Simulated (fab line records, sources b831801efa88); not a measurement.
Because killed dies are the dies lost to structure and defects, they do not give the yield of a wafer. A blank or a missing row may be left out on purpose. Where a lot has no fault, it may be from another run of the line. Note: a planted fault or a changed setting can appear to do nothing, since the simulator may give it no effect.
What tool caused it? + flow gf180mcu + 12 lots, 36 wafers sampled, at 4 steps of a route of 602

== WHAT THE GAUGES READ, wafer by wafer ==
GF_DUAL_GATE_THK_MEAS_03.
| lot  | measured     | on            | DUAL_GATE_OXIDATION_00_THK (nm) |
|------|--------------|---------------|---------------------------------|
| L531 | day 7 21:58  | film-metro-03 | 10.97 11.04 11.14               |
| L533 | day 8 11:31  | film-metro-03 | 10.53 10.47 10.74               |
| L535 | day 9 03:44  | film-metro-04 | 10.89 10.90 10.76               |
| L536 | day 9 14:28  | film-metro-02 | 10.67 10.76 10.74               |
| L537 | day 9 15:57  | film-metro-02 | 10.98 11.03 10.99               |
| L538 | day 10 01:47 | film-metro-04 | 12.03 12.08 12.21               |
| L539 | day 10 14:49 | film-metro-04 | 12.03 11.89 11.95               |
| L549 | day 13 01:54 | film-metro-02 | 10.96 11.19 11.07               |
| L550 | day 13 09:04 | film-metro-02 | 10.76 10.98 10.89               |
| L551 | day 13 15:07 | film-metro-02 | 10.63 10.77 10.52               |
| L552 | day 13 22:28 | film-metro-02 | 10.60 10.70 10.73               |
| L553 | day 14 08:17 | film-metro-04 | 11.00 11.01 11.11               |

GF_V1_CD_MEAS_14: the cd target is 260 nm.
| lot  | measured     | on        | cd-nm (nm)        |
|------|--------------|-----------|-------------------|
| L531 | day 18 11:00 | cd-sem-02 | 262.1 261.6 261.2 |
| L533 | day 19 06:49 | cd-sem-02 | 260.6 261.3 261.5 |
| L535 | day 20 05:55 | cd-sem-01 | 262.1 261.6 261.4 |
| L536 | day 20 19:44 | cd-sem-01 | 258.4 257.4 258.4 |
| L537 | day 20 21:02 | cd-sem-01 | 260.0 261.1 262.7 |
| L538 | day 21 12:59 | cd-sem-01 | 260.3 261.3 261.8 |
| L539 | day 22 04:06 | cd-sem-02 | 260.3 260.3 259.5 |
| L549 | day 25 06:36 | cd-sem-01 | 260.2 258.3 260.0 |
| L550 | day 25 12:46 | cd-sem-01 | 262.1 259.9 261.0 |
| L551 | day 25 16:00 | cd-sem-02 | 262.6 261.3 259.8 |
| L552 | day 26 00:28 | cd-sem-02 | 260.3 259.9 260.4 |
| L553 | day 26 12:27 | cd-sem-01 | 260.0 259.9 260.2 |

== WHICH TOOL RAN EACH LOT (tool, then ch and the chambers of the sampled wafers, then the start) ==
| lot  | GF_DUAL_GATE_OXIDATION_02     | GF_M1_STRIP_17                       |
|------|-------------------------------|--------------------------------------|
| L531 | furnace-02 ch 0, day 7 20:31  | plasma-asher-02 ch 0,1, day 17 10:04 |
| L533 | furnace-01 ch 0, day 8 10:04  | plasma-asher-03 ch 0,1, day 18 05:53 |
| L535 | furnace-02 ch 0, day 9 02:17  | plasma-asher-04 ch 0,1, day 19 04:01 |
| L536 | furnace-01 ch 0, day 9 13:01  | plasma-asher-03 ch 0,1, day 19 18:28 |
| L537 | furnace-02 ch 0, day 9 14:31  | plasma-asher-02 ch 0,1, day 19 19:46 |
| L538 | furnace-01 ch 0, day 10 00:20 | plasma-asher-03 ch 0, day 20 11:31   |
| L539 | furnace-01 ch 0, day 10 13:22 | plasma-asher-04 ch 0, day 21 03:29   |
| L549 | furnace-02 ch 0, day 13 00:28 | plasma-asher-04 ch 0,1, day 24 06:47 |
| L550 | furnace-02 ch 0, day 13 07:36 | plasma-asher-03 ch 0,1, day 24 13:35 |
| L551 | furnace-02 ch 0, day 13 13:41 | plasma-asher-02 ch 0,1, day 24 16:50 |
| L552 | furnace-01 ch 0, day 13 21:00 | plasma-asher-03 ch 0,1, day 25 02:48 |
| L553 | furnace-02 ch 0, day 14 06:49 | plasma-asher-02 ch 0,1, day 25 13:22 |
- GF_DUAL_GATE_OXIDATION_02: stabilise 600 s, purge 300 s, target thk 10.887 nm.
- GF_M1_STRIP_17: strips in O2/N2.

== AS READ BY THE TOOLS THEMSELVES (means over the sampled wafers that have a number; for cases with no such wafer, the mark the record gives instead) ==
GF_DUAL_GATE_OXIDATION_02.
| lot  | tool       | zone-power-lower-pct (%) | zone-power-top-pct (%) |
|------|------------|--------------------------|------------------------|
| L531 | furnace-02 | 17.7                     | 38.4                   |
| L533 | furnace-01 | 21.0                     | 39.9                   |
| L535 | furnace-02 | 17.5                     | 38.4                   |
| L536 | furnace-01 | 21.1                     | 39.5                   |
| L537 | furnace-02 | 17.4                     | 38.6                   |
| L538 | furnace-01 | 21.1                     | 39.6                   |
| L539 | furnace-01 | 21.1                     | 39.6                   |
| L549 | furnace-02 | 17.4                     | 38.7                   |
| L550 | furnace-02 | 17.3                     | 38.7                   |
| L551 | furnace-02 | 17.6                     | 39.0                   |
| L552 | furnace-01 | 21.2                     | 39.9                   |
| L553 | furnace-02 | 17.5                     | 38.8                   |

GF_M1_STRIP_17.
| lot  | tool            | chamber-pressure-mTorr (mTorr) | drypump-motor-current-A (A) | heater-power-w (W) | o2-flow-sccm (sccm) | oes-product-au (a.u.) | strip-time-to-endpoint-s (s) |
|------|-----------------|--------------------------------|-----------------------------|--------------------|---------------------|-----------------------|------------------------------|
| L531 | plasma-asher-02 | 1499.8                         | 5.9                         | 327                | 3005                | 0.560                 | 7.83                         |
| L533 | plasma-asher-03 | 1498.9                         | 6.5                         | 351                | 3004                | 0.559                 | 7.83                         |
| L535 | plasma-asher-04 | 1499.0                         | 5.5                         | 327                | 3008                | 0.558                 | 7.86                         |
| L536 | plasma-asher-03 | 1500.9                         | 6.5                         | 358                | 2994                | 0.563                 | 7.83                         |
| L537 | plasma-asher-02 | 1500.3                         | 5.9                         | 319                | 3006                | 0.563                 | 7.95                         |
| L538 | plasma-asher-03 | 1499.6                         | 6.1                         | 249                | 2996                | 0.557                 | 7.92                         |
| L539 | plasma-asher-04 | 1500.1                         | 5.1                         | 320                | 3010                | 0.561                 | 7.88                         |
| L549 | plasma-asher-04 | 1499.0                         | 5.5                         | 325                | 3004                | 0.553                 | 7.80                         |
| L550 | plasma-asher-03 | 1499.9                         | 6.3                         | 297                | 2991                | 0.555                 | 7.85                         |
| L551 | plasma-asher-02 | 1500.7                         | 5.9                         | 312                | 3003                | 0.559                 | 7.93                         |
| L552 | plasma-asher-03 | 1500.9                         | 6.3                         | 296                | 3011                | 0.558                 | 7.80                         |
| L553 | plasma-asher-02 | 1499.4                         | 5.9                         | 310                | 3013                | 0.559                 | 7.85                         |

== THE ANSWER, worked out from the rows above alone ==
Rule: the usual values come from the lots themselves. Put in order of their means at a reading, lots are off if they are a third of the lots or fewer, leave a main group of 4 or more, and stand apart from it by a gap of 3 or more times the standard deviation of the main group's means; of several such gaps the widest counts. The tables above print the reading to a certain number of digits; a main group whose means all agree to those digits is not used. A lot without any number at a reading at which 4 lots or more have one is off too. Where the step has rows for the other lots, those lots are counted as sound. The gauges are gone through in route order, then the tools' own readings, and for those a lot's mean is taken as printed above. At the first step where some lot is off, the reading lying furthest off is the one used; lots without a number count as furthest.
Off: L538, L539, seen at GF_DUAL_GATE_THK_MEAS_03 (DUAL_GATE_OXIDATION_00_THK). The main group: mean 10.85 nm, standard deviation 0.18.
A tool fits if, at a process step before that reading, it ran every lot that is off, and no sound lot after the first of them. The gauges at GF_DUAL_GATE_THK_MEAS_03 are tried like those tools. Of those tried, none fits.

== WHAT WAS PUT IN BY THE SIMULATOR ==
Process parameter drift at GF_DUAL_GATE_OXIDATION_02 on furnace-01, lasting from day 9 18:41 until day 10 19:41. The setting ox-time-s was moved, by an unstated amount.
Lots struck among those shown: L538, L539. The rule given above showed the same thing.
